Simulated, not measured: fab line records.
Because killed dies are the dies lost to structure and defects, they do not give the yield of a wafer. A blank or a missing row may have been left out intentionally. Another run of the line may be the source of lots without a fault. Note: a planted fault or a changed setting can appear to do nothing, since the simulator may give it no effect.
One fault seen from 2 desks ; flow gf180mcu ; only its own numbers are on each desk; what lay behind them is given at the end

== AT THE TOOL OWNER'S DESK: pvd sputter-01 ==
The tool's own readings at GF_M1_SPUTTER_02 (material AlCu, target thk 450 nm, time 23.9 s): means of the sampled wafers that have a number, for each lot that ran on this tool. Any lot whose mean is over 4 standard deviations away from the usual mean is out of limits and marked OUT; that distance is given in the brackets.
Columns: A = cathode dc power W at GF_M1_SPUTTER_02, usual 10600 W; B = throttle valve pct at GF_M1_SPUTTER_02, usual 29.7 %
lot;first seen here;A;B
L957;day 16 23:44;10599;29.8
L958;day 17 15:24;10599;29.7
L964;day 19 15:32;11560 (+99 or more) OUT;30.0
L968;day 20 21:48;11561 (+99 or more) OUT;29.4
Finding of this desk: L964, L968 out of limits; the first was L964 at day 19 15:32, on cathode dc power W at GF_M1_SPUTTER_02. L957, L958: within limits.

== METROLOGY DESK ==
What the gauges read, lot by lot, whatever tool the lot ran on: means of the sampled wafers that have a number. Any lot whose mean is over 4 standard deviations away from the usual mean is out of limits and marked OUT; that distance is given in the brackets.
Columns: A = M1_ALCU_RS at GF_M1_RS_MEAS_05, usual 0.0698 ohm/sq; B = M1_ALCU_THK at GF_M1_THK_MEAS_06, usual 438 nm; C = V2_OVL at GF_V2_OVL_MEAS_15, usual 1 nm
lot;first seen here;A;B;C
L955;day 16 02:25;0.0703;432;-1
L956;day 16 05:53;0.0703;440;0
L957;day 16 23:50;0.0696;435;2
L958;day 17 15:31;0.0695;441;4
L964;day 19 15:38;0.0645 (-5.6) OUT;474 (+5.7) OUT;1
L968;day 20 21:56;0.0642 (-5.9) OUT;477 (+6.1) OUT;3
L969;day 21 13:44;0.0700;438;5
L970;day 21 22:43;0.0684;446;1
L975;day 23 07:41;0.0704;436;-1
L977;day 24 01:39;0.0695;440;4
L978;day 24 16:05;0.0692;440;5
This desk's finding: out of limits on L964, L968; first on L964, day 19 15:38 (M1_ALCU_RS at GF_M1_RS_MEAS_05). L955, L956, L957, L958, L969, L970, L975, L977, L978: within limits.

== PUT TOGETHER ==
At day 19 15:32, on L964, L968, the tool owner's desk was in a position to raise an alarm.
On L964, L968, the metrology desk was in a position to raise an alarm at day 19 15:38.
The lots listed all ran GF_M1_SPUTTER_02 on pvd sputter-01.

== WHAT THE SIMULATOR PUT IN ==
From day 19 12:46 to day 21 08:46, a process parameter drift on pvd sputter-01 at GF_M1_SPUTTER_02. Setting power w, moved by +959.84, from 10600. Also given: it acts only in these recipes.
Shown lots that were struck: L964, L968.
Delay (hours) between the fault's onset and each desk's first out-of-limits reading: 3 at the tool owner's desk, 3 at the metrology desk.
